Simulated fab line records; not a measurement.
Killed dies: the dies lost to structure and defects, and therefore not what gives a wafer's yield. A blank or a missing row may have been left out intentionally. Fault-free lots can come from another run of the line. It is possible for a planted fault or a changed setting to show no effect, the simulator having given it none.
Which tool was responsible? ; flow gf180mcu ; 14 lots with 42 wafers sampled at 5 steps, on a route of 602 steps

== WHAT THE GAUGES SHOWED, per wafer ==
Not one reading of a measure or inspect step in the record can be checked against a usual standard deviation.

== TOOL THAT RAN EACH LOT (tool first, then ch and the chambers of the sampled wafers, then the start) ==
lot;GF_MIM_SPUTTER_01;GF_MIM_SPUTTER_07;GF_MIM_SPUTTER_09;GF_M5_METAL_ETCH_10;GF_M5_STRIP_11
L199;pvd sputter-04, day 24 12:59;pvd sputter-03, day 24 13:12;pvd sputter-03, day 24 13:16;rie metal-01 ch 0,1, day 26 09:12;plasma asher-01 ch 0,1, day 26 09:20
L201;pvd sputter-02, day 25 05:13;pvd sputter-04, day 25 05:25;pvd sputter-04, day 25 05:29;rie metal-02 ch 1, day 27 00:32;plasma asher-04 ch 1, day 27 00:46
L203;pvd sputter-02, day 25 23:47;pvd sputter-04, day 26 00:01;pvd sputter-04, day 26 00:05;rie metal-04 ch 1, day 27 18:00;plasma asher-04 ch 1, day 27 18:08
L204;pvd sputter-03, day 26 08:21;pvd sputter-02, day 26 08:34;pvd sputter-02, day 26 08:38;rie metal-02 ch 0,1, day 28 01:56;plasma asher-04 ch 0,1, day 28 02:04
L205;pvd sputter-02, day 26 18:19;pvd sputter-04, day 26 18:31;pvd sputter-04, day 26 18:35;rie metal-04 ch 0,1, day 28 10:50;plasma asher-02 ch 0,1, day 28 10:58
L206;pvd sputter-04, day 27 02:03;pvd sputter-02, day 27 02:16;pvd sputter-02, day 27 02:20;rie metal-04 ch 0,1, day 28 18:18;plasma asher-04 ch 0,1, day 28 18:26
L207;pvd sputter-02, day 27 10:01;pvd sputter-03, day 27 10:14;pvd sputter-03, day 27 10:19;rie metal-04 ch 1, day 29 01:29;plasma asher-04 ch 0,1, day 29 01:37
L208;pvd sputter-04, day 27 21:52;pvd sputter-03, day 27 22:04;pvd sputter-03, day 27 22:08;rie metal-02 ch 0,1, day 29 13:08;plasma asher-02 ch 0,1, day 29 13:16
L209;pvd sputter-03, day 28 03:16;pvd sputter-02, day 28 03:28;pvd sputter-02, day 28 03:32;rie metal-01 ch 0,1, day 29 17:44;plasma asher-02 ch 0,1, day 29 17:52
L210;pvd sputter-02, day 28 05:01;pvd sputter-04, day 28 05:14;pvd sputter-04, day 28 05:18;rie metal-02 ch 0,1, day 29 20:11;plasma asher-04 ch 0,1, day 29 20:19
L213;pvd sputter-03, day 29 07:12;pvd sputter-04, day 29 07:25;pvd sputter-04, day 29 07:29;rie metal-02 ch 0,1, day 30 21:32;plasma asher-04 ch 0,1, day 30 21:40
L215;pvd sputter-03, day 29 16:41;pvd sputter-02, day 29 16:54;pvd sputter-02, day 29 16:58;rie metal-02 ch 0,1, day 31 05:39;plasma asher-04 ch 0, day 31 05:46
L216;pvd sputter-02, day 29 20:34;pvd sputter-03, day 29 20:47;pvd sputter-03, day 29 20:51;rie metal-02 ch 0,1, day 31 09:41;plasma asher-04 ch 0,1, day 31 09:49
L219;pvd sputter-03, day 30 18:40;pvd sputter-02, day 30 18:53;pvd sputter-02, day 30 18:57;rie metal-04 ch 0,1, day 32 06:21;plasma asher-01 ch 0,1, day 32 06:28
- GF_MIM_SPUTTER_01: material TiN, target thk 30 nm, time 25 s.
- GF_MIM_SPUTTER_07: material TiN, target thk 60 nm, time 50 s.
- GF_MIM_SPUTTER_09: material TiN, target thk 35 nm, time 29.2 s.
- GF_M5_METAL_ETCH_10: etches the open film in Cl2/BCl3, stops on SiO2, target depth 750.8 nm, time 125.1 s.
- GF_M5_STRIP_11: strips in O2/N2.

== AS READ BY THE TOOLS THEMSELVES (means over the sampled wafers that have a number; for cases with no such wafer, the mark the record gives instead) ==
GF_MIM_SPUTTER_01. Usual: chamber pressure pa 0.3999 Pa, standard deviation 0.00081; throttle valve pct 30.0 %, standard deviation 1.2.
lot;tool;chamber pressure pa (Pa);throttle valve pct (%);flag
L199;pvd sputter-04;0.3994;29.4;
L201;pvd sputter-02;0.3997;30.6;
L203;pvd sputter-02;0.4006;30.7;
L204;pvd sputter-03;0.3999;29.2;
L205;pvd sputter-02;0.4000;30.9;
L206;pvd sputter-04;0.4001;28.6;
L207;pvd sputter-02;0.4002;31.4;
L208;pvd sputter-04;0.3997;28.8;
L209;pvd sputter-03;0.3995;29.2;
L210;pvd sputter-02;0.4002;31.1;
L213;pvd sputter-03;0.3990;29.4;
L215;pvd sputter-03;0.3997;29.6;
L216;pvd sputter-02;0.4000;30.1;
L219;pvd sputter-03;0.3996;29.6;

GF_MIM_SPUTTER_07. Usual: chamber pressure pa 0.3999 Pa, standard deviation 0.00089; throttle valve pct 29.8 %, standard deviation 1.
lot;tool;chamber pressure pa (Pa);throttle valve pct (%);flag
L199;pvd sputter-03;0.3991;29.5;
L201;pvd sputter-04;0.4011;28.4;
L203;pvd sputter-04;0.4007;29.1;
L204;pvd sputter-02;0.3988;30.7;
L205;pvd sputter-04;0.4003;29.3;
L206;pvd sputter-02;0.4006;30.8;
L207;pvd sputter-03;0.3998;29.1;
L208;pvd sputter-03;0.4005;29.7;
L209;pvd sputter-02;0.3994;30.7;
L210;pvd sputter-04;0.4001;29.2;
L213;pvd sputter-04;0.3997;29.3;
L215;pvd sputter-02;0.3997;30.6;
L216;pvd sputter-03;0.3993;29.9;
L219;pvd sputter-02;0.3998;30.4;

GF_MIM_SPUTTER_09. Usual: chamber pressure pa 0.4001 Pa, standard deviation 0.00088; throttle valve pct 29.8 %, standard deviation 1.
lot;tool;chamber pressure pa (Pa);throttle valve pct (%);flag
L199;pvd sputter-03;0.4001;29.8;
L201;pvd sputter-04;0.4009;28.3;
L203;pvd sputter-04;0.3997;29.1;
L204;pvd sputter-02;0.4005;30.6;
L205;pvd sputter-04;0.4014;29.2;
L206;pvd sputter-02;0.3997;30.9;
L207;pvd sputter-03;0.4004;29.0;
L208;pvd sputter-03;0.3997;29.8;
L209;pvd sputter-02;0.3998;30.7;
L210;pvd sputter-04;0.4006;29.3;
L213;pvd sputter-04;0.3996;29.0;
L215;pvd sputter-02;0.4004;30.7;
L216;pvd sputter-03;0.4002;29.8;
L219;pvd sputter-02;0.3993;30.2;

GF_M5_METAL_ETCH_10. Usual: chamber pressure mTorr 8.000 mTorr, standard deviation 0.0065; drypump motor current A 5.8 A, standard deviation 0.74; oes product au 0.990 a.u., standard deviation 0.006; throttle valve pct 28.230 %, standard deviation 0.011.
lot;tool;chamber pressure mTorr (mTorr);drypump motor current A (A);oes product au (a.u.);throttle valve pct (%);flag
L199;rie metal-01;7.998;5.8;0.979;28.244;
L201;rie metal-02;7.996;5.1;0.993;28.228;
L203;rie metal-04;7.999;4.9;0.994;28.227;
L204;rie metal-02;8.011;5.7;0.985;28.229;
L205;rie metal-04;7.993;5.5;0.996;28.236;
L206;rie metal-04;7.993;5.5;0.991;28.220;
L207;rie metal-04;7.997;4.9;0.990;28.220;
L208;rie metal-02;8.003;5.4;0.989;28.237;
L209;rie metal-01;8.004;6.0;0.985;28.236;
L210;rie metal-02;8.007;5.4;0.990;28.238;
L213;rie metal-02;8.000;5.4;0.988;28.238;
L215;rie metal-02;8.002;5.4;0.878;28.347;OFF
L216;rie metal-02;8.007;5.7;0.930;28.288;OFF
L219;rie metal-04;7.997;5.5;0.992;28.217;

GF_M5_STRIP_11. Usual: for chamber pressure mTorr, 1500.1 mTorr with a standard deviation of 1.2; for drypump motor current A, 5.9 A with a standard deviation of 0.41; for heater power w, 324 W with a standard deviation of 32; for n2 flow sccm, 300.0 sccm with a standard deviation of 0.96; for o2 flow sccm, 2999 sccm with a standard deviation of 8.7; for oes product au, 0.524 a.u. with a standard deviation of 0.0047; for strip time to endpoint s, 7.06 s with a standard deviation of 0.051.
lot;tool;chamber pressure mTorr (mTorr);drypump motor current A (A);heater power w (W);n2 flow sccm (sccm);o2 flow sccm (sccm);oes product au (a.u.);strip time to endpoint s (s);flag
L199;plasma asher-01;1498.4;5.5;333;299.2;2991;0.531;7.11;
L201;plasma asher-04;1499.0;5.7;338;300.2;3004;0.524;7.10;
L203;plasma asher-04;1501.0;5.7;339;298.9;3001;0.521;7.03;
L204;plasma asher-04;1499.0;6.2;300;299.9;2998;0.521;7.06;
L205;plasma asher-02;1500.2;5.6;363;299.3;3005;0.524;7.02;
L206;plasma asher-04;1501.4;6.2;300;298.8;3004;0.523;6.95;
L207;plasma asher-04;1500.4;5.9;323;299.0;2998;0.526;7.02;
L208;plasma asher-02;1500.9;5.6;358;299.3;3006;0.527;7.13;
L209;plasma asher-02;1501.2;5.6;365;300.5;2998;0.527;7.10;
L210;plasma asher-04;1501.3;6.2;297;300.2;2991;0.523;7.06;
L213;plasma asher-04;1500.1;6.2;303;300.2;3001;0.526;7.08;
L215;plasma asher-04;1500.8;6.4;281;299.9;2997;0.545;7.64;OFF
L216;plasma asher-04;1499.3;6.2;302;299.7;2988;0.530;7.33;OFF
L219;plasma asher-01;1500.0;5.7;341;300.3;3001;0.523;7.02;

== THE ANSWER, worked out from the rows above alone ==
Rule: a lot counts as off when the mean over its wafers that have a number is more than 3 standard deviations away from the usual mean. A lot without any number at a reading at which 4 lots or more have one is off too. All remaining lots with rows at the step are treated as sound. First the gauges in route order, then the tools' own readings, where a lot's mean is used as printed above. At the first step where some lot is off, the reading lying furthest off is the one used; lots without a number count as furthest.
Off at GF_M5_METAL_ETCH_10 (oes product au): L215, L216.
A tool fits if, at that step or a process step before it, it ran every lot that is off, and no sound lot after the first of them. One fits: rie metal-02 at GF_M5_METAL_ETCH_10. Its last sound lot is L213 (day 30 21:32), its first lot that is off L215 (day 31 05:39): a fault that began between those two fits.
The tool's own readings at GF_M5_METAL_ETCH_10 bear it out: on the lots that are off they differ by more than 5 times the standard deviation of the sound lots' means. oes product au reads 0.904 a.u. there against 0.989 a.u. on the sound lots; throttle valve pct reads 28.318 % there against 28.231 % on the sound lots.

== WHAT HAD BEEN PUT IN BY THE SIMULATOR ==
rie metal-02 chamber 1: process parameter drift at GF_M5_METAL_ETCH_10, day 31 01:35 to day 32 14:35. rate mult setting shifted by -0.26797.
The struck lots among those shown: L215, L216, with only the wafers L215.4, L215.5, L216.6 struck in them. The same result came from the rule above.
